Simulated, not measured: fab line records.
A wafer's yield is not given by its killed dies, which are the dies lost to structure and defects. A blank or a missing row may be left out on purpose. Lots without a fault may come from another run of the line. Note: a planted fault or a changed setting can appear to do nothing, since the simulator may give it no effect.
fab line records	flow sky130
record lots=5	wafers=15	lastDay=48
route steps=708 shown METAL3@563 VIA3@573 METAL4@598 CAP2M@603 PAD_OPEN@708
lots that met no fault: taken from a fault-free run of the same line
startH: hours from the record's opening day to when the first of the lot's shown wafers began	waitH: hours since the lot's step before	" as in the row above	L1.1+2: one row covering several wafers at once	- no value, or no start given	* or withheld: withheld	< > ~ a bound
route shown NAME@n: a module of which the file shows steps, and the number in the route of the first	usual: average and standard deviation across the fault-free wafers	same: alike in all rows	chamber/n: place in a boat	sites: the reading at each site	_std_site: how widely they spread, as a standard deviation	_edge_site: the outer-site mean with the inner-site mean subtracted	radiusMm: for every site, how far away it sits from the centre of the wafer	mask NAME#n: copy n	behind: the tool/chamber that last shaped the wafer	hold: why the lot was held/for how many hours/how that ended	device: transistor that didn't switch, given as n, p or np	end of line: tests of these same wafers at the route's end	for a step that has no rows: nothing shown but its recipe	killed: dies that structure and defects cost at the first sort, which is not the same as the wafer's yield	map: shows each die of a wafer: x if killed, . if not, _ if none is there
set.NAME: the run value of the setting; set.NAME@STEP: its run value at that earlier step	model.NAME: the simulator's own value behind a step, which no gauge read
a table for each step, a row for each wafer; lots at some steps of the route
services: from which hour (startH, from the record's first day; less than 0 if before it) a tool's chamber was out of use, for how many hours, and why
## steps
# step SKY_METAL3_CD_MEAS_13
# recipe targetCdNm=300
# usual cdNm=300.4/1.3
lot.wafer	tool	chamber	startH	waitH	cdNm
L309.1	cdSem-01	-	927.83	-	301.0
L309.2	"	-	"	"	299.0
L309.4	"	-	"	"	299.0
L310.3	cdSem-01	-	929.54	-	299.9
L310.5	"	-	"	"	299.6
L310.6	"	-	"	"	298.4
L318.1	cdSem-02	-	994.63	-	299.8
L318.4	"	-	"	"	299.4
L318.6	"	-	"	"	298.8
L319.2	cdSem-01	-	995.87	-	300.0
L319.4	"	-	"	"	300.9
L319.5	"	-	"	"	300.7
L322.2	cdSem-02	-	1002.90	-	301.7
L322.5	"	-	"	"	301.4
L322.6	"	-	"	"	300.6
# step SKY_METAL3_OVL_MEAS_14
# usual METAL3_OVL=3/5.1
lot.wafer	tool	chamber	startH	waitH	METAL3_OVL[nm]
L309.1	overlay-02	-	927.95	0.1	0
L309.2	"	-	"	"	5
L309.4	"	-	"	"	9
L310.3	overlay-01	-	929.63	0.1	7
L310.5	"	-	"	"	3
L310.6	"	-	"	"	5
L318.1	overlay-01	-	994.75	0.1	3
L318.4	"	-	"	"	2
L318.6	"	-	"	"	7
L319.2	overlay-02	-	995.97	0.1	-2
L319.4	"	-	"	"	-3
L319.5	"	-	"	"	4
L322.2	overlay-01	-	1003.01	0.1	-2
L322.5	"	-	"	"	0
L322.6	"	-	"	"	2
# step SKY_METAL3_DESCUM_15
# recipe chemistry=O2	sourcePowerW=150	biasPowerW=0	pressureMtorr=10	tempC=40	timeS=8
# usual drypumpMotorCurrentA=5.5/0.34	oesProductAu=1.002/0.012
# same biasPowerW=0
lot.wafer	tool	chamber	startH	waitH	drypumpMotorCurrentA	oesProductAu	rfHoursCounterH
L309.1	rieMetal-03	0	927.99	0.0	5.6	1.013	6
L309.2	"	1	"	"	5.1	1.007	10
L309.4	"	1	"	"	5.1	1.013	-
L310.3	rieMetal-03	0	929.66	0.0	5.5	1.002	-
L310.5	"	1	"	"	5.1	1.014	-
L310.6	"	0	"	"	5.6	1.008	-
L318.1	rieMetal-04	0	994.79	0.0	5.7	0.999	4
L318.4	"	1	"	"	5.8	1.006	-
L318.6	"	1	"	"	5.8	1.013	-
L319.2	rieMetal-03	1	996.00	0.0	5.1	1.005	13
L319.4	"	1	"	"	5.1	0.997	-
L319.5	"	0	"	"	5.6	1.002	-
L322.2	rieMetal-04	1	1003.04	0.0	5.8	0.997	21
L322.5	"	0	"	"	5.7	0.990	-
L322.6	"	1	"	"	5.8	1.009	-
# step SKY_METAL3_ETCH_16
# recipe chemistry=N2/H2	target=BARC	ionEnergyEv=200	biasW=100	pressureMtorr=30	n2FlowSccm=100	h2FlowSccm=200	icpW=500	stopOn=SiO2	timeS=88.2	targetDepthA=600
# step SKY_METAL3_ETCH_17
# recipe target=SiO2	stopOn=TiN	chemistry=C4F8/O2/Ar	sourceW=1500	biasW=1200	pressureMtorr=40	c4f8FlowSccm=withheld	O2_flow_sccm=6	Ar_flow_sccm=300	timeS=3.9	targetDepthA=150
# step SKY_METAL3_METAL_ETCH_18
# recipe targetDepthA=8450	stopOn=SiO2	overEtchFrac=0.3	timeS=183.1	chemistry=Cl2/BCl3	resistSidewallDeg=88	pressureMtorr=10	icpW=900	biasW=48.5	Cl2_flow_sccm=60	bcl3FlowSccm=30
# step SKY_METAL3_STRIP_19
# recipe chemistry=O2/N2	powerW=1400	pressureMtorr=1500	platenTempC=withheld	o2FlowSccm=3000	n2FlowSccm=300	overashFraction=0.5
# step SKY_METAL3_STRIP_20
# recipe chemistry=postEtchResidueRemover	timeS=1200	tempC=72.5
# step SKY_METAL3_CLEAN_21
# recipe chemistry=IPA	timeS=180	tempC=25
# step SKY_METAL3_CLEAN_22
# recipe chemistry=O3/DIW	dry=n2Spin
# step SKY_VIA3_HDPCVD_00
# recipe material=SiO2	targetThkNm=1635	sigmaOpenFrac=0.3	timeS=272.5	tempC=400	sih4FlowSccm=60	pressureMtorr=6
# step SKY_VIA3_THK_MEAS_01
# recipe reads=SiO2_of_VIA3_HDPCVD_00
# usual VIA3_HDPCVD_THK=1638/20
lot.wafer	tool	chamber	startH	waitH	VIA3_HDPCVD_THK[nm]
L309.1	filmMetro-02	-	929.08	0.1	1658
L309.2	"	-	"	"	1658
L309.4	"	-	"	"	1656
L310.3	filmMetro-02	-	930.84	0.1	1644
L310.5	"	-	"	"	1634
L310.6	"	-	"	"	1639
L318.1	filmMetro-02	-	996.12	0.1	1600
L318.4	"	-	"	"	1605
L318.6	"	-	"	"	1626
L319.2	filmMetro-03	-	997.10	0.1	1608
L319.4	"	-	"	"	1613
L319.5	"	-	"	"	1627
L322.2	filmMetro-02	-	1004.13	0.1	1628
L322.5	"	-	"	"	1631
L322.6	"	-	"	"	1640
# step SKY_VIA3_CMP_02
# recipe material=SiO2	downForcePsi=4	platenRpm=60	padVelocityMS=0.94248
# usual motorCurrentA=11.8/1.1
lot.wafer	tool	chamber	startH	waitH	motorCurrentA	model.SiO2_of_VIA3_HDPCVD_00.thkNm
L309.1	cmp-01	3	929.14	0.1	13.1	464.6
L309.2	"	1	"	"	11.1	463.7
L309.4	"	2	"	"	11.7	466.1
L310.3	cmp-01	0	930.98	0.1	11.3	464.4
L310.5	"	2	"	"	11.6	463
L310.6	"	3	"	"	12.6	463.7
L318.4	cmp-01	2	996.23	0.1	11.1	465.6
L318.1	"	3	"	"	13.0	464.2
L318.6	"	1	"	"	11.1	463.4
L319.4	cmp-02	2	997.15	0.0	9.6	463.7
L319.2	"	3	"	"	11.2	465.6
L319.5	"	3	"	"	11.1	465.3
L322.2	cmp-01	2	1004.28	0.1	11.8	466.2
L322.5	"	0	"	"	11.7	464.8
L322.6	"	1	"	"	11.4	510.6
# step SKY_VIA3_BOW_MEAS_03
# recipe mode=bow
# usual VIA3_BOW=78/7.2
lot.wafer	tool	chamber	startH	waitH	VIA3_BOW[um]
L309.1	filmMetro-02	-	929.44	0.2	81
L309.2	"	-	"	"	75
L309.4	"	-	"	"	65
L310.3	filmMetro-03	-	931.22	0.2	67
L310.5	"	-	"	"	80
L310.6	"	-	"	"	81
L318.1	filmMetro-03	-	996.48	0.1	73
L318.4	"	-	"	"	69
L318.6	"	-	"	"	86
L319.2	filmMetro-03	-	997.47	0.2	82
L319.4	"	-	"	"	73
L319.5	"	-	"	"	84
L322.2	filmMetro-01	-	1004.50	0.2	80
L322.5	"	-	"	"	87
L322.6	"	-	"	"	96
# step SKY_VIA3_DEHYDRATE_04
# recipe tempC=200	timeS=60
# step SKY_VIA3_HMDS_05
# recipe primeTimeS=60	primeTempC=120
# step SKY_VIA3_COAT_06
# recipe resist=BARC	tempC=withheld	timeS=withheld	spinRpm=3000	resistThkNm=60
# step SKY_VIA3_COAT_07
# recipe resist=KrF-thick	spinRpm=3000	resistThkNm=450
# step SKY_VIA3_SOFTBAKE_08
# recipe tempC=100	timeS=90	resist=KrF-thick
# step SKY_VIA3_EXPOSE_09
# recipe maskId=VIM3	na=0.8	sourceShape=annular	sigmaInner=0.55	sigmaOuter=0.85	targetCdNm=200	doseMj=38
# step SKY_VIA3_PEB_10
# recipe pebTempC=withheld	pebTimeS=withheld	resist=KrF-thick
# step SKY_VIA3_DEVELOP_11
# recipe developTimeS=60	resist=KrF-thick	devTempC=21
# step SKY_VIA3_CD_MEAS_12
# recipe targetCdNm=200
# usual cdNm=200.5/1.3
lot.wafer	tool	chamber	startH	waitH	cdNm
L309.1	cdSem-02	-	954.53	-	198.6
L309.2	"	-	"	"	200.2
L309.4	"	-	"	"	199.3
L310.3	cdSem-01	-	956.15	-	201.6
L310.5	"	-	"	"	200.2
L310.6	"	-	"	"	201.5
L318.1	cdSem-01	-	1019.40	-	201.5
L318.4	"	-	"	"	200.7
L318.6	"	-	"	"	202.2
L319.2	cdSem-01	-	1020.88	-	200.6
L319.4	"	-	"	"	201.3
L319.5	"	-	"	"	200.9
L322.2	cdSem-02	-	1027.47	-	200.5
L322.5	"	-	"	"	199.7
L322.6	"	-	"	"	198.9
# step SKY_VIA3_OVL_MEAS_13
# usual VIA3_OVL=3/5.3
lot.wafer	tool	chamber	startH	waitH	VIA3_OVL[nm]
L309.1	overlay-01	-	954.65	0.1	9
L309.2	"	-	"	"	2
L309.4	"	-	"	"	3
L310.3	overlay-01	-	956.24	0.1	9
L310.5	"	-	"	"	-1
L310.6	"	-	"	"	3
L318.1	overlay-01	-	1019.52	0.1	2
L318.4	"	-	"	"	1
L318.6	"	-	"	"	1
L319.2	overlay-02	-	1020.99	0.1	5
L319.4	"	-	"	"	-8
L319.5	"	-	"	"	-4
L322.2	overlay-01	-	1027.57	0.1	6
L322.5	"	-	"	"	14
L322.6	"	-	"	"	7
# step SKY_VIA3_ETCH_14
# recipe chemistry=N2/H2	target=BARC	ionEnergyEv=200	sourceW=500	biasW=100	pressureMtorr=30	n2FlowSccm=100	h2FlowSccm=200	stopOn=SiO2	timeS=45.9	targetDepthA=600
# usual drypumpMotorCurrentA=6.0/0.35	oesProductAu=0.855/0.005	throttleValvePct=13.224/0.0089
lot.wafer	tool	chamber	startH	waitH	drypumpMotorCurrentA	oesProductAu	rfHoursCounterH	throttleValvePct
L309.1	rieDiel-03	3	954.69	0.0	6.2	0.859	9	13.211
L309.2	"	0	"	"	5.5	0.856	11	13.223
L309.4	"	1	"	"	6.0	0.853	17	13.227
L310.3	rieDiel-03	2	956.27	0.0	5.8	0.860	13	13.231
L310.5	"	2	"	"	5.8	0.854	-	13.227
L310.6	"	3	"	"	6.2	0.851	-	13.223
L318.1	rieDiel-04	1	1019.55	0.0	6.0	0.851	26	13.218
L318.4	"	3	"	"	5.9	0.854	22	13.220
L318.6	"	2	"	"	5.6	0.858	-	13.238
L319.2	rieDiel-01	2	1021.02	0.0	6.5	0.845	3	13.215
L319.4	"	0	"	"	6.0	0.847	20	13.218
L319.5	"	1	"	"	6.6	0.851	-	13.236
L322.2	rieDiel-04	2	1027.60	0.0	5.5	0.847	20	13.227
L322.5	"	2	"	"	5.5	0.859	-	13.230
L322.6	"	1	"	"	6.0	0.854	-	13.212
# step SKY_VIA3_ETCH_15
# recipe target=SiO2	chemistry=C4F8/O2/Ar	targetDepthNm=507	stopOn=TiN	maskMaterial=KrF-thick	sourceW=1500	biasW=1200	pressureMtorr=40	c4f8FlowSccm=withheld	O2_flow_sccm=6	Ar_flow_sccm=300	timeS=78
# usual oesProductAu=0.947/0.0047
lot.wafer	tool	chamber	startH	waitH	oesProductAu	rfHoursCounterH	model.etch.depthNm	model.VIA3.featureDepthNm
L309.1	rieDiel-03	3	954.73	0.0	0.946	9	464.6	464.6
L309.2	"	0	"	"	0.940	11	463.7	463.7
L309.4	"	1	"	"	0.950	17	466.1	466.1
L310.3	rieDiel-03	2	956.31	0.0	0.947	13	464.4	464.4
L310.5	"	2	"	"	0.953	-	463	463
L310.6	"	3	"	"	0.952	-	463.7	463.7
L318.1	rieDiel-04	1	1019.60	0.0	0.943	26	464.2	464.2
L318.4	"	3	"	"	0.944	22	465.6	465.6
L318.6	"	2	"	"	0.945	-	463.4	463.4
L319.2	rieDiel-01	2	1021.06	0.0	0.947	3	465.6	465.6
L319.4	"	0	"	"	0.954	20	463.7	463.7
L319.5	"	1	"	"	0.937	-	465.3	465.3
L322.2	rieDiel-04	2	1027.65	0.0	0.942	20	466.2	466.2
L322.5	"	2	"	"	0.951	-	464.8	464.8
L322.6	"	1	"	"	0.990	-	505.3	505.3
# step SKY_VIA3_STRIP_16
# recipe chemistry=O2/N2	powerW=1400	pressureMtorr=1500	platenTempC=withheld	o2FlowSccm=3000	n2FlowSccm=300	overashFraction=0.5
# step SKY_VIA3_STRIP_17
# recipe chemistry=postEtchResidueRemover	timeS=1200	tempC=72.5
# step SKY_VIA3_CLEAN_18
# recipe chemistry=IPA	timeS=180	tempC=25
# step SKY_VIA3_CLEAN_19
# recipe chemistry=O3/DIW	dry=n2Spin
# step SKY_VIA3_SPUTTER_20
# recipe material=TiN	targetThkNm=20	chamberPressurePa=5	powerW=4000	timeS=80
# step SKY_VIA3_CVD_21
# recipe material=W	targetThkNm=390	timeS=117.31	tempC=400	pressureTorr=40
# step SKY_VIA3_RS_MEAS_22
# recipe thkMeasGauge=four-point-probe	reads=W_of_VIA3_CVD_21+TiN_of_VIA3_SPUTTER_20
# usual VIA3_W_RS=0.2966/0.0026
lot.wafer	tool	chamber	startH	waitH	VIA3_W_RS[ohm/sq]
L309.1	filmMetro-03	-	955.69	0.2	0.3029
L309.2	"	-	"	"	0.2976
L309.4	"	-	"	"	0.2961
L310.3	filmMetro-01	-	957.24	0.1	0.2929
L310.5	"	-	"	"	0.2926
L310.6	"	-	"	"	0.2945
L318.1	filmMetro-02	-	1020.47	0.1	0.2939
L318.4	"	-	"	"	0.2936
L318.6	"	-	"	"	0.2964
L319.2	filmMetro-02	-	1021.92	0.1	0.2951
L319.4	"	-	"	"	0.2949
L319.5	"	-	"	"	0.2932
L322.2	filmMetro-03	-	1028.50	0.1	0.2928
L322.5	"	-	"	"	0.2934
L322.6	"	-	"	"	0.2921
# step SKY_VIA3_THK_MEAS_23
# recipe thkMeasGauge=xrf	reads=W_of_VIA3_CVD_21
# usual VIA3_W_THK=372/4.6
lot.wafer	tool	chamber	startH	waitH	VIA3_W_THK[nm]
L309.1	filmMetro-03	-	955.81	0.1	365
L309.2	"	-	"	"	372
L309.4	"	-	"	"	372
L310.3	filmMetro-01	-	957.34	0.1	376
L310.5	"	-	"	"	373
L310.6	"	-	"	"	374
L318.1	filmMetro-02	-	1020.59	0.1	380
L318.4	"	-	"	"	380
L318.6	"	-	"	"	377
L319.2	filmMetro-02	-	1022.03	0.1	380
L319.4	"	-	"	"	380
L319.5	"	-	"	"	379
L322.2	filmMetro-03	-	1028.61	0.1	374
L322.5	"	-	"	"	374
L322.6	"	-	"	"	375
# step SKY_VIA3_CMP_24
# recipe stopOn=SiO2	tOverpolishS=20	downForcePsi=3.5	platenRpm=60	targetThkNm=0	padVelocityMS=0.94248
# step SKY_METAL4_SPUTTER_00
# recipe material=Ti	targetThkNm=15	powerW=3000	timeS=10	chamberPressurePa=0.4
# usual throttleValvePct=29.3/0.93
lot.wafer	tool	chamber	startH	waitH	throttleValvePct
L309.1	pvdSputter-03	-	956.17	0.2	29.2
L309.2	"	-	"	"	27.3
L309.4	"	-	"	"	29.4
L310.3	pvdSputter-03	-	957.68	0.2	27.1
L310.5	"	-	"	"	29.5
L310.6	"	-	"	"	29.3
L318.1	pvdSputter-01	-	1021.17	0.1	28.9
L318.4	"	-	"	"	29.3
L318.6	"	-	"	"	29.3
L319.2	pvdSputter-01	-	1022.38	0.1	29.1
L319.4	"	-	"	"	28.8
L319.5	"	-	"	"	31.1
L322.2	pvdSputter-03	-	1028.96	0.2	27.3
L322.5	"	-	"	"	29.6
L322.6	"	-	"	"	29.2
# step SKY_METAL4_SPUTTER_01
# recipe material=TiN	targetThkNm=20	powerW=6500	timeS=16.7	chamberPressurePa=0.4
# usual throttleValvePct=29.3/0.94
lot.wafer	tool	chamber	startH	waitH	throttleValvePct
L309.1	pvdSputter-03	-	956.19	0.0	29.1
L309.2	"	-	"	"	27.3
L309.4	"	-	"	"	29.5
L310.3	pvdSputter-03	-	957.70	0.0	27.2
L310.5	"	-	"	"	29.3
L310.6	"	-	"	"	29.3
L318.1	pvdSputter-01	-	1021.20	0.0	28.8
L318.4	"	-	"	"	29.0
L318.6	"	-	"	"	29.4
L319.2	pvdSputter-01	-	1022.41	0.0	29.0
L319.4	"	-	"	"	28.4
L319.5	"	-	"	"	30.6
L322.2	pvdSputter-03	-	1028.98	0.0	27.1
L322.5	"	-	"	"	29.2
L322.6	"	-	"	"	29.4
# step SKY_METAL4_SPUTTER_02
# recipe material=AlCu	targetThkNm=735	powerW=10600	timeS=39.1	chamberPressurePa=0.4
# step SKY_METAL4_SPUTTER_03
# recipe material=Ti	targetThkNm=5	powerW=3000	timeS=3.3	chamberPressurePa=0.4
# usual throttleValvePct=29.3/0.93
lot.wafer	tool	chamber	startH	waitH	throttleValvePct
L309.1	pvdSputter-03	-	956.25	0.0	29.4
L309.2	"	-	"	"	27.3
L309.4	"	-	"	"	29.8
L310.3	pvdSputter-03	-	957.77	0.0	27.2
L310.5	"	-	"	"	29.4
L310.6	"	-	"	"	29.3
L318.1	pvdSputter-01	-	1021.26	0.0	28.6
L318.4	"	-	"	"	29.1
L318.6	"	-	"	"	29.1
L319.2	pvdSputter-01	-	1022.47	0.0	29.3
L319.4	"	-	"	"	28.8
L319.5	"	-	"	"	30.8
L322.2	pvdSputter-03	-	1029.05	0.0	27.0
L322.5	"	-	"	"	29.3
L322.6	"	-	"	"	29.5
# step SKY_METAL4_SPUTTER_04
# recipe material=TiN	targetThkNm=70	powerW=6500	timeS=58.3	chamberPressurePa=0.4
# step SKY_CAP2M_CVD_00
# recipe material=SiO2	targetThkNm=15.5	tempC=400	timeS=withheld	rfW=450
# step SKY_CAP2M_THK_MEAS_01
# recipe reads=SiO2_of_CAP2M_CVD_00
# usual CAP2M_CVD_00_THK=15.60/0.25
lot.wafer	tool	chamber	startH	waitH	CAP2M_CVD_00_THK[nm]
L309.1	filmMetro-01	-	956.34	-	15.90
L309.2	"	-	"	"	15.33
L309.4	"	-	"	"	15.86
L310.3	filmMetro-04	-	957.89	-	15.36
L310.5	"	-	"	"	15.76
L310.6	"	-	"	"	15.38
L318.1	filmMetro-04	-	1021.36	-	15.43
L318.4	"	-	"	"	15.67
L318.6	"	-	"	"	16.00
L319.2	filmMetro-04	-	1022.57	-	15.38
L319.4	"	-	"	"	15.78
L319.5	"	-	"	"	15.90
L322.2	filmMetro-03	-	1029.15	-	15.19
L322.5	"	-	"	"	15.50
L322.6	"	-	"	"	15.43
# step SKY_METAL4_METAL_ETCH_18
# recipe targetDepthA=8450	stopOn=SiO2	overEtchFrac=0.3	timeS=183.1	chemistry=Cl2/BCl3	resistSidewallDeg=88	pressureMtorr=10	icpW=900	biasW=48.5	Cl2_flow_sccm=60	bcl3FlowSccm=30
# usual bcl3FlowSccm=30.00/0.093	drypumpMotorCurrentA=5.7/0.51	oesProductAu=0.867/0.0069	throttleValvePct=22.265/0.0099
lot.wafer	tool	chamber	startH	waitH	bcl3FlowSccm	drypumpMotorCurrentA	oesProductAu	rfHoursCounterH	throttleValvePct	model.SiO2_of_VIA3_HDPCVD_00.thkNm
L309.1	rieMetal-04	1	1003.54	0.0	30.12	5.8	0.878	21	22.259	434.4
L309.2	"	0	"	"	29.81	5.7	0.872	5	22.254	434.1
L309.4	"	1	"	"	30.11	5.8	0.868	-	22.284	436.1
L310.3	rieMetal-01	0	1005.45	0.1	29.95	5.5	0.872	-	22.262	433.4
L310.5	"	1	"	"	30.00	6.6	0.858	-	22.265	433.4
L310.6	"	0	"	"	30.08	5.4	0.870	-	22.269	432.9
L318.1	rieMetal-04	1	1067.57	0.0	30.10	5.8	0.877	25	22.269	434.2
L318.4	"	1	"	"	29.96	5.8	0.868	-	22.263	435.5
L318.6	"	0	"	"	29.99	5.7	0.859	-	22.254	433.8
L319.2	rieMetal-01	1	1068.64	0.0	30.07	6.6	0.877	9	22.261	435.6
L319.4	"	0	"	"	30.08	5.5	0.865	-	22.273	432.8
L319.5	"	1	"	"	29.99	6.6	0.872	-	22.267	435.1
L322.2	rieMetal-04	1	1073.57	0.0	29.94	5.8	0.866	25	22.284	436
L322.5	"	1	"	"	29.97	5.8	0.861	-	22.273	434.5
L322.6	"	0	"	"	30.10	5.7	0.871	-	22.274	480.8
# step SKY_PAD_OPEN_PROBE_99
# usual defectLimitedYield=82.5/1.9	killed_at_M0_to_M3=43/6.8	killed_at_M4_up=3.0/1.6	killedAtContacts=25/6	killedAtFrontEnd=15/4.4	killedAtOther=0.3/0.52	killedDies=86/9.6	killedOpen=47/6.7	killedShort=39/6.8	sort_bin_3_pad_short=0.9/0.43	sort_bin_5_function=10.3/1.5	sort_bin_6_memory=6.3/1.1	sortNPass=406/9.6	sortYieldPct=82.5/1.9
# same grossDies=492	killedAtBackSide=0	sort_bin_4_leakage[%]=0	sort_bin_8_speed[%]=0
lot.wafer	tool	chamber	startH	waitH	defectLimitedYield[%]	killed_at_M0_to_M3	killed_at_M4_up	killedAtContacts	killedAtFrontEnd	killedAtOther	killedDies	killedOpen	killedShort	sort_bin_3_pad_short[%]	sort_bin_5_function[%]	sort_bin_6_memory[%]	sortNPass	sortYieldPct[%]
L318.4	prober-02	-	1154.50	0.2	81.5	51	5	23	12	0	91	55	36	0.2	12.4	5.9	401	81.5
L318.6	prober-02	-	1154.60	0.2	83.9	36	5	27	10	1	79	44	35	0.4	10.0	5.7	413	83.9
# killed by level:class
L318.4 VIA1:geometricParticle:open=13 CONTACT:geometricParticle:open=12 VIA2:geometricParticle:open=7 VIA3:geometricParticle:open=7 METAL2:geometricParticle:short=6 FIELD_ISO:geometricParticle:open=5 VIA1:geometricParticle:short=5 LI_CONTACT:geometricParticle:short=4
L318.6 CONTACT:geometricParticle:open=11 LI_CONTACT:geometricParticle:open=7 VIA1:geometricParticle:short=7 VIA3:geometricParticle:open=6 CONTACT:geometricParticle:short=5 VIA2:geometricParticle:open=5 FIELD_ISO:geometricParticle:open=3 POLY_GATE:geometricParticle:short=3
## services
tool	chamber	startH	hours	kind
cmp-02	-	904.36	15.7	pm
rieDiel-01	2	905.18	-	clean
rieDiel-01	2	905.18	28.8	scheduledDown
rieDiel-01	2	905.18	28.8	ventCycle
rieMetal-04	-	918.65	1.3	repair
cmp-02	-	920.02	6.2	pm
cmp-02	-	926.20	4.0	pm
cmp-02	-	930.20	-	consumableReplace:conditioner
cmp-02	-	930.20	-	consumableReplace:pad
cmp-01	-	932.08	3.0	repair
cmp-02	-	935.11	6.6	pm
rieMetal-01	-	948.34	1.4	pm
rieDiel-04	3	966.24	6.9	repair
rieDiel-04	1	993.94	7.2	repair
rieDiel-04	-	999.06	0.7	repair
rieMetal-04	0	1019.67	4.6	repair
rieMetal-03	-	1024.43	2.8	pm
rieDiel-03	-	1073.55	1.0	repair
## key
firstSign step=SKY_VIA3_ETCH_15	reading=oesProductAu	direction=up	sigmas=9.2	usual=0.947	struck=0.990
effect none on later readings
modelEffect step=SKY_VIA3_CMP_02	value=SiO2_of_VIA3_HDPCVD_00.thkNm	without=464.1	struck=510.6
modelEffect step=SKY_VIA3_ETCH_15	value=etch.depthNm	without=464.1	struck=505.3
modelEffect step=SKY_METAL4_METAL_ETCH_18	value=SiO2_of_VIA3_HDPCVD_00.thkNm	without=434.3	struck=480.8
metAt SKY_VIA3_CMP_02
struckWafers L322.6
onsetBetween 996.23 1004.28
fault kind=processParameterDrift	tool=cmp-01	chamber=-	onsetH=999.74	steps=SKY_VIA3_CMP_02	channel=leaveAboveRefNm	offset=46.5	shape=step	endH=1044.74	scope=struckWafersOnly	actsIn=theseRecipesOnly	stated=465
